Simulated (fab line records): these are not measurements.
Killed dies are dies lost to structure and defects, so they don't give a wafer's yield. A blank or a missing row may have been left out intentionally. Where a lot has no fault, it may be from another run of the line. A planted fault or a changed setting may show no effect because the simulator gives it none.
fab line records || flow sky130 || part 2 of 2: steps 26 to 35 of 35
[record] {"lots": 5, "wafers": 15, "lastDay": 49}
route steps=708 shown LDD_HVP@285 LDD_LDN@289 SPACER@304 POLY_CUT@307
lots with no fault: from the same line, run without faults
startH: hours from the record's opening day to when the first of the lot's shown wafers began || waitH: time in hours since the lot's previous step || " repeats the value in the row above || L1.1+2: several wafers, shown together as one row || - either no value or no given start || * or withheld: withheld || < > ~ a bound
route shown NAME@n: NAME is a module with steps in the file, n the number in the route of the first one || usual: mean and standard deviation over wafers with no fault || same: alike in all rows || chamber/n: place in a boat || sites: each site's reading || _std_site: the standard deviation of these || _edge_site: inner sites' mean taken away from outer sites' mean || radiusMm: for every site, how far away it sits from the centre of the wafer || mask NAME#n: copy n || behind: the last tool/chamber to shape the wafer || hold: why the lot was held/for how many hours/how that ended || device: the transistor (n, p or np) that didn't switch || end of line: the tests these same wafers got at the end of their route || where a step has no rows: the recipe by itself || killed: the dies lost at the first sort to structure and to defects; this is not the yield of the wafer || map: dies across one wafer; x = killed, . = not, _ = none there
set.NAME: the run value of the setting; set.NAME@STEP: its run value at that earlier step || model.NAME: the simulator's own value behind a step, which no gauge read
certain route steps with their lots: each step a table, each wafer a row
services: from which hour (startH, from the record's first day; less than 0 if before it) a tool's chamber was out of use, for how many hours, and why
[[steps]]
[step SKY_POLY_CUT_COAT_03]
[recipe] {"resist": "KrF-thick", "spinRpm": 3000, "resistThkNm": 450}
[usual] {"spinSpeedRpm": "3000.1/2.1"}
{"lot.wafer": "L075.1", "tool": "lithoTrack-01", "chamber": 0, "startH": "-", "waitH": "-", "spinSpeedRpm": 3000.0}
{"lot.wafer": "L075.3", "tool": "lithoTrack-01", "chamber": 0, "startH": "-", "waitH": "-", "spinSpeedRpm": 2997.6}
{"lot.wafer": "L075.4", "tool": "lithoTrack-01", "chamber": 0, "startH": "-", "waitH": "-", "spinSpeedRpm": 2999.5}
{"lot.wafer": "L077.2", "tool": "lithoTrack-03", "chamber": 0, "startH": "-", "waitH": "-", "spinSpeedRpm": 2999.1}
{"lot.wafer": "L077.3", "tool": "lithoTrack-03", "chamber": 0, "startH": "-", "waitH": "-", "spinSpeedRpm": 2998.4}
{"lot.wafer": "L077.6", "tool": "lithoTrack-03", "chamber": 0, "startH": "-", "waitH": "-", "spinSpeedRpm": 2998.8}
{"lot.wafer": "L078.1", "tool": "lithoTrack-04", "chamber": 0, "startH": "-", "waitH": "-", "spinSpeedRpm": 2997.7}
{"lot.wafer": "L078.2", "tool": "lithoTrack-04", "chamber": 0, "startH": "-", "waitH": "-", "spinSpeedRpm": 3000.6}
{"lot.wafer": "L078.4", "tool": "lithoTrack-04", "chamber": 0, "startH": "-", "waitH": "-", "spinSpeedRpm": 2996.3}
{"lot.wafer": "L090.1", "tool": "lithoTrack-04", "chamber": 0, "startH": "-", "waitH": "-", "spinSpeedRpm": 3004.4}
{"lot.wafer": "L090.5", "tool": "lithoTrack-04", "chamber": 0, "startH": "-", "waitH": "-", "spinSpeedRpm": 2994.2}
{"lot.wafer": "L090.6", "tool": "lithoTrack-04", "chamber": 0, "startH": "-", "waitH": "-", "spinSpeedRpm": 3000.3}
{"lot.wafer": "L094.1", "tool": "lithoTrack-04", "chamber": 0, "startH": "-", "waitH": "-", "spinSpeedRpm": 3001.6}
{"lot.wafer": "L094.2", "tool": "lithoTrack-04", "chamber": 0, "startH": "-", "waitH": "-", "spinSpeedRpm": 3001.7}
{"lot.wafer": "L094.5", "tool": "lithoTrack-04", "chamber": 0, "startH": "-", "waitH": "-", "spinSpeedRpm": 3000.2}
[step SKY_POLY_CUT_SOFTBAKE_04]
[recipe] {"tempC": 100, "timeS": 90, "resist": "KrF-thick"}
[usual] {"heaterPowerTotalW": "57.36/0.12"}
{"lot.wafer": "L075.1", "tool": "lithoTrack-01", "chamber": 0, "startH": "-", "waitH": "-", "heaterPowerTotalW": 57.30}
{"lot.wafer": "L075.3", "tool": "lithoTrack-01", "chamber": 0, "startH": "-", "waitH": "-", "heaterPowerTotalW": 57.23}
{"lot.wafer": "L075.4", "tool": "lithoTrack-01", "chamber": 0, "startH": "-", "waitH": "-", "heaterPowerTotalW": 57.17}
{"lot.wafer": "L077.2", "tool": "lithoTrack-03", "chamber": 0, "startH": "-", "waitH": "-", "heaterPowerTotalW": 57.35}
{"lot.wafer": "L077.3", "tool": "lithoTrack-03", "chamber": 0, "startH": "-", "waitH": "-", "heaterPowerTotalW": 57.47}
{"lot.wafer": "L077.6", "tool": "lithoTrack-03", "chamber": 0, "startH": "-", "waitH": "-", "heaterPowerTotalW": 57.39}
{"lot.wafer": "L078.1", "tool": "lithoTrack-04", "chamber": 0, "startH": "-", "waitH": "-", "heaterPowerTotalW": 57.37}
{"lot.wafer": "L078.2", "tool": "lithoTrack-04", "chamber": 0, "startH": "-", "waitH": "-", "heaterPowerTotalW": 57.44}
{"lot.wafer": "L078.4", "tool": "lithoTrack-04", "chamber": 0, "startH": "-", "waitH": "-", "heaterPowerTotalW": 57.44}
{"lot.wafer": "L090.1", "tool": "lithoTrack-04", "chamber": 0, "startH": "-", "waitH": "-", "heaterPowerTotalW": 57.46}
{"lot.wafer": "L090.5", "tool": "lithoTrack-04", "chamber": 0, "startH": "-", "waitH": "-", "heaterPowerTotalW": 57.41}
{"lot.wafer": "L090.6", "tool": "lithoTrack-04", "chamber": 0, "startH": "-", "waitH": "-", "heaterPowerTotalW": 57.43}
{"lot.wafer": "L094.1", "tool": "lithoTrack-04", "chamber": 0, "startH": "-", "waitH": "-", "heaterPowerTotalW": 57.24}
{"lot.wafer": "L094.2", "tool": "lithoTrack-04", "chamber": 0, "startH": "-", "waitH": "-", "heaterPowerTotalW": 57.47}
{"lot.wafer": "L094.5", "tool": "lithoTrack-04", "chamber": 0, "startH": "-", "waitH": "-", "heaterPowerTotalW": 57.18}
[step SKY_POLY_CUT_EXPOSE_05]
[recipe] {"maskId": "NPCM", "na": 0.8, "sourceShape": "annular", "sigmaInner": 0.55, "sigmaOuter": 0.85, "targetCdNm": 270, "doseMj": 32}
[same] {"sigmaOuter": 0.85}
{"lot.wafer": "L075.1+3+4", "tool": "krfScanner-01", "chamber": 0, "startH": "-", "waitH": "-", "mask": "NPCM#0"}
{"lot.wafer": "L077.2+3+6", "tool": "krfScanner-01", "chamber": 0, "startH": "-", "waitH": "-", "mask": "NPCM#0"}
{"lot.wafer": "L078.1+2+4", "tool": "krfScanner-01", "chamber": 0, "startH": "-", "waitH": "-", "mask": "NPCM#0"}
{"lot.wafer": "L090.1+5+6", "tool": "krfScanner-02", "chamber": 0, "startH": "-", "waitH": "-", "mask": "NPCM#0"}
{"lot.wafer": "L094.1+2+5", "tool": "krfScanner-01", "chamber": 0, "startH": "-", "waitH": "-", "mask": "NPCM#0"}
[step SKY_POLY_CUT_PEB_06]
[recipe] {"pebTempC": "withheld", "pebTimeS": "withheld", "resist": "KrF-thick"}
{"lot.wafer": "L075.1+3+4", "tool": "lithoTrack-01", "chamber": 0, "startH": "-", "waitH": "-"}
{"lot.wafer": "L077.2+3+6", "tool": "lithoTrack-04", "chamber": 0, "startH": "-", "waitH": "-"}
{"lot.wafer": "L078.1+2+4", "tool": "lithoTrack-04", "chamber": 0, "startH": "-", "waitH": "-"}
{"lot.wafer": "L090.1+5+6", "tool": "lithoTrack-01", "chamber": 0, "startH": "-", "waitH": "-"}
{"lot.wafer": "L094.1+2+5", "tool": "lithoTrack-04", "chamber": 0, "startH": "-", "waitH": "-"}
[step SKY_POLY_CUT_DEVELOP_07]
[recipe] {"developTimeS": 60, "resist": "KrF-thick", "devTempC": 21}
{"lot.wafer": "L075.1+3+4", "tool": "lithoTrack-01", "chamber": 0, "startH": "-", "waitH": "-"}
{"lot.wafer": "L077.2+3+6", "tool": "lithoTrack-04", "chamber": 0, "startH": "-", "waitH": "-"}
{"lot.wafer": "L078.1+2+4", "tool": "lithoTrack-04", "chamber": 0, "startH": "-", "waitH": "-"}
{"lot.wafer": "L090.1+5+6", "tool": "lithoTrack-01", "chamber": 0, "startH": "-", "waitH": "-"}
{"lot.wafer": "L094.1+2+5", "tool": "lithoTrack-04", "chamber": 0, "startH": "-", "waitH": "-"}
[step SKY_POLY_CUT_CD_MEAS_08]
[recipe] {"targetCdNm": 270}
[usual] {"cdNm": "270.1/1.7"}
{"lot.wafer": "L075.1", "tool": "cdSem-01", "chamber": "-", "startH": 574.76, "waitH": "-", "cdNm": 270.6}
{"lot.wafer": "L075.3", "tool": "cdSem-01", "chamber": "-", "startH": 574.76, "waitH": "-", "cdNm": 271.0}
{"lot.wafer": "L075.4", "tool": "cdSem-01", "chamber": "-", "startH": 574.76, "waitH": "-", "cdNm": 271.6}
{"lot.wafer": "L077.2", "tool": "cdSem-01", "chamber": "-", "startH": 580.11, "waitH": "-", "cdNm": 272.8}
{"lot.wafer": "L077.3", "tool": "cdSem-01", "chamber": "-", "startH": 580.11, "waitH": "-", "cdNm": 270.7}
{"lot.wafer": "L077.6", "tool": "cdSem-01", "chamber": "-", "startH": 580.11, "waitH": "-", "cdNm": 269.9}
{"lot.wafer": "L078.1", "tool": "cdSem-01", "chamber": "-", "startH": 594.39, "waitH": "-", "cdNm": 269.0}
{"lot.wafer": "L078.2", "tool": "cdSem-01", "chamber": "-", "startH": 594.39, "waitH": "-", "cdNm": 269.3}
{"lot.wafer": "L078.4", "tool": "cdSem-01", "chamber": "-", "startH": 594.39, "waitH": "-", "cdNm": 268.4}
{"lot.wafer": "L090.1", "tool": "cdSem-02", "chamber": "-", "startH": 692.13, "waitH": "-", "cdNm": 271.2}
{"lot.wafer": "L090.5", "tool": "cdSem-02", "chamber": "-", "startH": 692.13, "waitH": "-", "cdNm": 270.2}
{"lot.wafer": "L090.6", "tool": "cdSem-02", "chamber": "-", "startH": 692.13, "waitH": "-", "cdNm": 271.1}
{"lot.wafer": "L094.1", "tool": "cdSem-02", "chamber": "-", "startH": 730.89, "waitH": "-", "cdNm": 270.4}
{"lot.wafer": "L094.2", "tool": "cdSem-02", "chamber": "-", "startH": 730.89, "waitH": "-", "cdNm": 271.5}
{"lot.wafer": "L094.5", "tool": "cdSem-02", "chamber": "-", "startH": 730.89, "waitH": "-", "cdNm": 269.9}
[step SKY_POLY_CUT_OVL_MEAS_09]
[usual] {"POLY_CUT_OVL": "-2/5.4"}
{"lot.wafer": "L075.1", "tool": "overlay-01", "chamber": "-", "startH": 574.88, "waitH": 0.1, "POLY_CUT_OVL[nm]": -10}
{"lot.wafer": "L075.3", "tool": "overlay-01", "chamber": "-", "startH": 574.88, "waitH": 0.1, "POLY_CUT_OVL[nm]": -11}
{"lot.wafer": "L075.4", "tool": "overlay-01", "chamber": "-", "startH": 574.88, "waitH": 0.1, "POLY_CUT_OVL[nm]": -8}
{"lot.wafer": "L077.2", "tool": "overlay-02", "chamber": "-", "startH": 580.22, "waitH": 0.1, "POLY_CUT_OVL[nm]": -1}
{"lot.wafer": "L077.3", "tool": "overlay-02", "chamber": "-", "startH": 580.22, "waitH": 0.1, "POLY_CUT_OVL[nm]": 3}
{"lot.wafer": "L077.6", "tool": "overlay-02", "chamber": "-", "startH": 580.22, "waitH": 0.1, "POLY_CUT_OVL[nm]": -1}
{"lot.wafer": "L078.1", "tool": "overlay-02", "chamber": "-", "startH": 594.51, "waitH": 0.1, "POLY_CUT_OVL[nm]": 1}
{"lot.wafer": "L078.2", "tool": "overlay-02", "chamber": "-", "startH": 594.51, "waitH": 0.1, "POLY_CUT_OVL[nm]": 3}
{"lot.wafer": "L078.4", "tool": "overlay-02", "chamber": "-", "startH": 594.51, "waitH": 0.1, "POLY_CUT_OVL[nm]": -4}
{"lot.wafer": "L090.1", "tool": "overlay-01", "chamber": "-", "startH": 692.25, "waitH": 0.1, "POLY_CUT_OVL[nm]": -2}
{"lot.wafer": "L090.5", "tool": "overlay-01", "chamber": "-", "startH": 692.25, "waitH": 0.1, "POLY_CUT_OVL[nm]": -4}
{"lot.wafer": "L090.6", "tool": "overlay-01", "chamber": "-", "startH": 692.25, "waitH": 0.1, "POLY_CUT_OVL[nm]": 7}
{"lot.wafer": "L094.1", "tool": "overlay-01", "chamber": "-", "startH": 731.01, "waitH": 0.1, "POLY_CUT_OVL[nm]": -3}
{"lot.wafer": "L094.2", "tool": "overlay-01", "chamber": "-", "startH": 731.01, "waitH": 0.1, "POLY_CUT_OVL[nm]": 1}
{"lot.wafer": "L094.5", "tool": "overlay-01", "chamber": "-", "startH": 731.01, "waitH": 0.1, "POLY_CUT_OVL[nm]": 3}
[step SKY_POLY_CUT_ETCH_10]
[recipe] {"chemistry": "N2/H2", "target": "BARC", "ionEnergyEv": 200, "sourceW": 500, "biasW": 100, "pressureMtorr": 30, "n2FlowSccm": 100, "h2FlowSccm": 200, "stopOn": "SiO2", "timeS": 45.9, "targetDepthA": 600}
[usual] {"drypumpMotorCurrentA": "5.7/0.51", "oesProductAu": "0.855/0.0049", "throttleValvePct": "13.225/0.0095"}
{"lot.wafer": "L075.1", "tool": "rieDiel-02", "chamber": 1, "startH": 574.92, "waitH": 0.0, "drypumpMotorCurrentA": 6.5, "oesProductAu": 0.852, "rfHoursCounterH": 7, "throttleValvePct": 13.210}
{"lot.wafer": "L075.3", "tool": "rieDiel-02", "chamber": 3, "startH": 574.92, "waitH": 0.0, "drypumpMotorCurrentA": 4.7, "oesProductAu": 0.850, "rfHoursCounterH": 49, "throttleValvePct": 13.226}
{"lot.wafer": "L075.4", "tool": "rieDiel-02", "chamber": 2, "startH": 574.92, "waitH": 0.0, "drypumpMotorCurrentA": 5.4, "oesProductAu": 0.855, "rfHoursCounterH": 43, "throttleValvePct": 13.208}
{"lot.wafer": "L077.2", "tool": "rieDiel-03", "chamber": 1, "startH": 580.25, "waitH": 0.0, "drypumpMotorCurrentA": 6.0, "oesProductAu": 0.852, "rfHoursCounterH": 18, "throttleValvePct": 13.232}
{"lot.wafer": "L077.3", "tool": "rieDiel-03", "chamber": 2, "startH": 580.25, "waitH": 0.0, "drypumpMotorCurrentA": 6.0, "oesProductAu": 0.843, "rfHoursCounterH": 7, "throttleValvePct": 13.234}
{"lot.wafer": "L077.6", "tool": "rieDiel-03", "chamber": 2, "startH": 580.25, "waitH": 0.0, "drypumpMotorCurrentA": 6.0, "oesProductAu": 0.851, "rfHoursCounterH": "-", "throttleValvePct": 13.217}
{"lot.wafer": "L078.1", "tool": "rieDiel-01", "chamber": 1, "startH": 594.55, "waitH": 0.0, "drypumpMotorCurrentA": 5.6, "oesProductAu": 0.858, "rfHoursCounterH": 8, "throttleValvePct": 13.234}
{"lot.wafer": "L078.2", "tool": "rieDiel-01", "chamber": 2, "startH": 594.55, "waitH": 0.0, "drypumpMotorCurrentA": 5.4, "oesProductAu": 0.864, "rfHoursCounterH": 53, "throttleValvePct": 13.232}
{"lot.wafer": "L078.4", "tool": "rieDiel-01", "chamber": 3, "startH": 594.55, "waitH": 0.0, "drypumpMotorCurrentA": 5.1, "oesProductAu": 0.863, "rfHoursCounterH": 69, "throttleValvePct": 13.218}
{"lot.wafer": "L090.1", "tool": "rieDiel-03", "chamber": 2, "startH": 692.29, "waitH": 0.0, "drypumpMotorCurrentA": 6.0, "oesProductAu": 0.861, "rfHoursCounterH": 10, "throttleValvePct": 13.218}
{"lot.wafer": "L090.5", "tool": "rieDiel-03", "chamber": 1, "startH": 692.29, "waitH": 0.0, "drypumpMotorCurrentA": 6.0, "oesProductAu": 0.855, "rfHoursCounterH": "-", "throttleValvePct": 13.236}
{"lot.wafer": "L090.6", "tool": "rieDiel-03", "chamber": 0, "startH": 692.29, "waitH": 0.0, "drypumpMotorCurrentA": 5.7, "oesProductAu": 0.851, "rfHoursCounterH": "-", "throttleValvePct": 13.236}
{"lot.wafer": "L094.1", "tool": "rieDiel-02", "chamber": 3, "startH": 731.05, "waitH": 0.0, "drypumpMotorCurrentA": 4.7, "oesProductAu": 0.853, "rfHoursCounterH": 0, "throttleValvePct": 13.234}
{"lot.wafer": "L094.2", "tool": "rieDiel-02", "chamber": 1, "startH": 731.05, "waitH": 0.0, "drypumpMotorCurrentA": 6.5, "oesProductAu": 0.852, "rfHoursCounterH": 10, "throttleValvePct": 13.213}
{"lot.wafer": "L094.5", "tool": "rieDiel-02", "chamber": 1, "startH": 731.05, "waitH": 0.0, "drypumpMotorCurrentA": 6.5, "oesProductAu": 0.849, "rfHoursCounterH": "-", "throttleValvePct": 13.236}
[step SKY_POLY_CUT_ETCH_11]
[recipe] {"target": "Si3N4", "chemistry": "CF4/CH2F2/Ar", "stopOn": "poly-Si", "sourceW": 600, "biasW": 155.1, "pressureMtorr": 40, "cf4FlowSccm": 40, "ch2f2FlowSccm": 20, "Ar_flow_sccm": 150, "timeS": 42.5, "targetDepthA": 600}
[usual] {"drypumpMotorCurrentA": "5.7/0.51", "oesProductAu": "0.832/0.0064", "throttleValvePct": "14.995/0.0093"}
{"lot.wafer": "L075.1", "tool": "rieDiel-02", "chamber": 1, "startH": 574.96, "waitH": 0.0, "drypumpMotorCurrentA": 6.5, "oesProductAu": 0.819, "rfHoursCounterH": 7, "throttleValvePct": 14.989}
{"lot.wafer": "L075.3", "tool": "rieDiel-02", "chamber": 3, "startH": 574.96, "waitH": 0.0, "drypumpMotorCurrentA": 4.7, "oesProductAu": 0.832, "rfHoursCounterH": 49, "throttleValvePct": 14.995}
{"lot.wafer": "L075.4", "tool": "rieDiel-02", "chamber": 2, "startH": 574.96, "waitH": 0.0, "drypumpMotorCurrentA": 5.4, "oesProductAu": 0.827, "rfHoursCounterH": 43, "throttleValvePct": 14.991}
{"lot.wafer": "L077.2", "tool": "rieDiel-03", "chamber": 1, "startH": 580.29, "waitH": 0.0, "drypumpMotorCurrentA": 6.0, "oesProductAu": 0.835, "rfHoursCounterH": 18, "throttleValvePct": 14.979}
{"lot.wafer": "L077.3", "tool": "rieDiel-03", "chamber": 2, "startH": 580.29, "waitH": 0.0, "drypumpMotorCurrentA": 6.0, "oesProductAu": 0.832, "rfHoursCounterH": 7, "throttleValvePct": 15.003}
{"lot.wafer": "L077.6", "tool": "rieDiel-03", "chamber": 2, "startH": 580.29, "waitH": 0.0, "drypumpMotorCurrentA": 6.0, "oesProductAu": 0.836, "rfHoursCounterH": "-", "throttleValvePct": 14.997}
{"lot.wafer": "L078.1", "tool": "rieDiel-01", "chamber": 1, "startH": 594.59, "waitH": 0.0, "drypumpMotorCurrentA": 5.6, "oesProductAu": 0.838, "rfHoursCounterH": 8, "throttleValvePct": 14.990}
{"lot.wafer": "L078.2", "tool": "rieDiel-01", "chamber": 2, "startH": 594.59, "waitH": 0.0, "drypumpMotorCurrentA": 5.4, "oesProductAu": 0.827, "rfHoursCounterH": 53, "throttleValvePct": 15.002}
{"lot.wafer": "L078.4", "tool": "rieDiel-01", "chamber": 3, "startH": 594.59, "waitH": 0.0, "drypumpMotorCurrentA": 5.1, "oesProductAu": 0.835, "rfHoursCounterH": 69, "throttleValvePct": 15.007}
{"lot.wafer": "L090.1", "tool": "rieDiel-03", "chamber": 2, "startH": 692.33, "waitH": 0.0, "drypumpMotorCurrentA": 6.0, "oesProductAu": 0.845, "rfHoursCounterH": 10, "throttleValvePct": 15.000}
{"lot.wafer": "L090.5", "tool": "rieDiel-03", "chamber": 1, "startH": 692.33, "waitH": 0.0, "drypumpMotorCurrentA": 6.0, "oesProductAu": 0.836, "rfHoursCounterH": "-", "throttleValvePct": 15.011}
{"lot.wafer": "L090.6", "tool": "rieDiel-03", "chamber": 0, "startH": 692.33, "waitH": 0.0, "drypumpMotorCurrentA": 5.7, "oesProductAu": 0.834, "rfHoursCounterH": "-", "throttleValvePct": 14.991}
{"lot.wafer": "L094.1", "tool": "rieDiel-02", "chamber": 3, "startH": 731.09, "waitH": 0.0, "drypumpMotorCurrentA": 4.7, "oesProductAu": 0.825, "rfHoursCounterH": 0, "throttleValvePct": 14.993}
{"lot.wafer": "L094.2", "tool": "rieDiel-02", "chamber": 1, "startH": 731.09, "waitH": 0.0, "drypumpMotorCurrentA": 6.5, "oesProductAu": 0.830, "rfHoursCounterH": 10, "throttleValvePct": 15.005}
{"lot.wafer": "L094.5", "tool": "rieDiel-02", "chamber": 1, "startH": 731.09, "waitH": 0.0, "drypumpMotorCurrentA": 6.5, "oesProductAu": 0.834, "rfHoursCounterH": "-", "throttleValvePct": 14.980}
[step SKY_POLY_CUT_STRIP_12]
[recipe] {"chemistry": "O2/N2", "powerW": 1400, "pressureMtorr": 1500, "platenTempC": "withheld", "o2FlowSccm": 3000, "n2FlowSccm": 300, "overashFraction": 0.5}
[usual] {"drypumpMotorCurrentA": "5.4/0.47", "o2FlowSccm": "2999/12", "oesProductAu": "0.452/0.0042", "stripTimeToEndpointS": "5.353/0.018"}
{"lot.wafer": "L075.1", "tool": "plasmaAsher-03", "chamber": 1, "startH": 575.00, "waitH": 0.0, "drypumpMotorCurrentA": 6.1, "o2FlowSccm": 2998, "oesProductAu": 0.447, "rfHoursCounterH": 86, "stripTimeToEndpointS": 5.341}
{"lot.wafer": "L075.3", "tool": "plasmaAsher-03", "chamber": 1, "startH": 575.00, "waitH": 0.0, "drypumpMotorCurrentA": 6.1, "o2FlowSccm": 2991, "oesProductAu": 0.460, "rfHoursCounterH": "-", "stripTimeToEndpointS": 5.341}
{"lot.wafer": "L075.4", "tool": "plasmaAsher-03", "chamber": 0, "startH": 575.00, "waitH": 0.0, "drypumpMotorCurrentA": 5.2, "o2FlowSccm": 3001, "oesProductAu": 0.458, "rfHoursCounterH": "-", "stripTimeToEndpointS": 5.368}
{"lot.wafer": "L077.2", "tool": "plasmaAsher-02", "chamber": 0, "startH": 580.33, "waitH": 0.0, "drypumpMotorCurrentA": 5.0, "o2FlowSccm": 3001, "oesProductAu": 0.450, "rfHoursCounterH": 46, "stripTimeToEndpointS": 5.349}
{"lot.wafer": "L077.3", "tool": "plasmaAsher-02", "chamber": 1, "startH": 580.33, "waitH": 0.0, "drypumpMotorCurrentA": 6.1, "o2FlowSccm": 3006, "oesProductAu": 0.451, "rfHoursCounterH": "-", "stripTimeToEndpointS": 5.359}
{"lot.wafer": "L077.6", "tool": "plasmaAsher-02", "chamber": 1, "startH": 580.33, "waitH": 0.0, "drypumpMotorCurrentA": 6.1, "o2FlowSccm": 3005, "oesProductAu": 0.455, "rfHoursCounterH": "-", "stripTimeToEndpointS": 5.367}
{"lot.wafer": "L078.1", "tool": "plasmaAsher-03", "chamber": 0, "startH": 594.63, "waitH": 0.0, "drypumpMotorCurrentA": 5.2, "o2FlowSccm": 3000, "oesProductAu": 0.453, "rfHoursCounterH": 88, "stripTimeToEndpointS": 5.358}
{"lot.wafer": "L078.2", "tool": "plasmaAsher-03", "chamber": 1, "startH": 594.63, "waitH": 0.0, "drypumpMotorCurrentA": 6.1, "o2FlowSccm": 2996, "oesProductAu": 0.448, "rfHoursCounterH": 88, "stripTimeToEndpointS": 5.350}
{"lot.wafer": "L078.4", "tool": "plasmaAsher-03", "chamber": 0, "startH": 594.63, "waitH": 0.0, "drypumpMotorCurrentA": 5.2, "o2FlowSccm": 3006, "oesProductAu": 0.448, "rfHoursCounterH": "-", "stripTimeToEndpointS": 5.363}
{"lot.wafer": "L090.1", "tool": "plasmaAsher-02", "chamber": 0, "startH": 692.37, "waitH": 0.0, "drypumpMotorCurrentA": 5.0, "o2FlowSccm": 2998, "oesProductAu": 0.450, "rfHoursCounterH": 56, "stripTimeToEndpointS": 5.354}
{"lot.wafer": "L090.5", "tool": "plasmaAsher-02", "chamber": 1, "startH": 692.37, "waitH": 0.0, "drypumpMotorCurrentA": 6.1, "o2FlowSccm": 3002, "oesProductAu": 0.454, "rfHoursCounterH": "-", "stripTimeToEndpointS": 5.379}
{"lot.wafer": "L090.6", "tool": "plasmaAsher-02", "chamber": 0, "startH": 692.37, "waitH": 0.0, "drypumpMotorCurrentA": 5.0, "o2FlowSccm": 2982, "oesProductAu": 0.459, "rfHoursCounterH": "-", "stripTimeToEndpointS": 5.329}
{"lot.wafer": "L094.1", "tool": "plasmaAsher-02", "chamber": 1, "startH": 731.13, "waitH": 0.0, "drypumpMotorCurrentA": 6.1, "o2FlowSccm": 3005, "oesProductAu": 0.452, "rfHoursCounterH": 60, "stripTimeToEndpointS": 5.349}
{"lot.wafer": "L094.2", "tool": "plasmaAsher-02", "chamber": 0, "startH": 731.13, "waitH": 0.0, "drypumpMotorCurrentA": 5.0, "o2FlowSccm": 3011, "oesProductAu": 0.454, "rfHoursCounterH": 60, "stripTimeToEndpointS": 5.366}
{"lot.wafer": "L094.5", "tool": "plasmaAsher-02", "chamber": 1, "startH": 731.13, "waitH": 0.0, "drypumpMotorCurrentA": 6.1, "o2FlowSccm": 2992, "oesProductAu": 0.456, "rfHoursCounterH": "-", "stripTimeToEndpointS": 5.352}
[[services]]
{"tool": "rieDiel-03", "chamber": 2, "startH": 501.07, "hours": 7.3, "kind": "repair"}
{"tool": "rieDiel-03", "chamber": "-", "startH": 506.39, "hours": 1.2, "kind": "repair"}
{"tool": "plasmaAsher-02", "chamber": "-", "startH": 514.41, "hours": 2.8, "kind": "pm"}
{"tool": "lpcvd-02", "chamber": "-", "startH": 521.00, "hours": 14.6, "kind": "pm"}
{"tool": "implanter-01", "chamber": "-", "startH": 532.23, "hours": 4.0, "kind": "repair"}
{"tool": "lpcvd-02", "chamber": "-", "startH": 535.60, "hours": 6.1, "kind": "pm"}
{"tool": "implanter-02", "chamber": "-", "startH": 541.21, "hours": 40.7, "kind": "pm"}
{"tool": "rieDiel-02", "chamber": 3, "startH": 579.74, "hours": 8.3, "kind": "repair"}
{"tool": "plasmaAsher-02", "chamber": "-", "startH": 581.25, "hours": 0.8, "kind": "repair"}
{"tool": "implanter-02", "chamber": "-", "startH": 581.87, "hours": 4.3, "kind": "pm"}
{"tool": "rieDiel-02", "chamber": 0, "startH": 587.65, "hours": 8.8, "kind": "repair"}
{"tool": "plasmaAsher-02", "chamber": "-", "startH": 589.04, "hours": 14.1, "kind": "repair"}
{"tool": "implanter-04", "chamber": "-", "startH": 589.46, "hours": 1.2, "kind": "repair"}
{"tool": "implanter-02", "chamber": "-", "startH": 620.76, "hours": 2.2, "kind": "repair"}
{"tool": "implanter-04", "chamber": "-", "startH": 652.78, "hours": 1.5, "kind": "repair"}
{"tool": "rieDiel-03", "chamber": 1, "startH": 654.45, "hours": 6.3, "kind": "repair"}
{"tool": "implanter-04", "chamber": "-", "startH": 655.35, "hours": 3.2, "kind": "pm"}
{"tool": "implanter-02", "chamber": "-", "startH": 660.29, "hours": 13.7, "kind": "repair"}
{"tool": "implanter-01", "chamber": "-", "startH": 669.43, "hours": 3.3, "kind": "pm"}
{"tool": "rieDiel-02", "chamber": 1, "startH": 690.14, "hours": 5.1, "kind": "repair"}
{"tool": "rieDiel-03", "chamber": 2, "startH": 698.71, "hours": 11.2, "kind": "repair"}
{"tool": "rieDiel-03", "chamber": 1, "startH": 704.00, "hours": 3.0, "kind": "repair"}
{"tool": "implanter-04", "chamber": "-", "startH": 715.93, "hours": 23.7, "kind": "pm"}
{"tool": "rieDiel-03", "chamber": 0, "startH": 720.43, "hours": 1.3, "kind": "repair"}
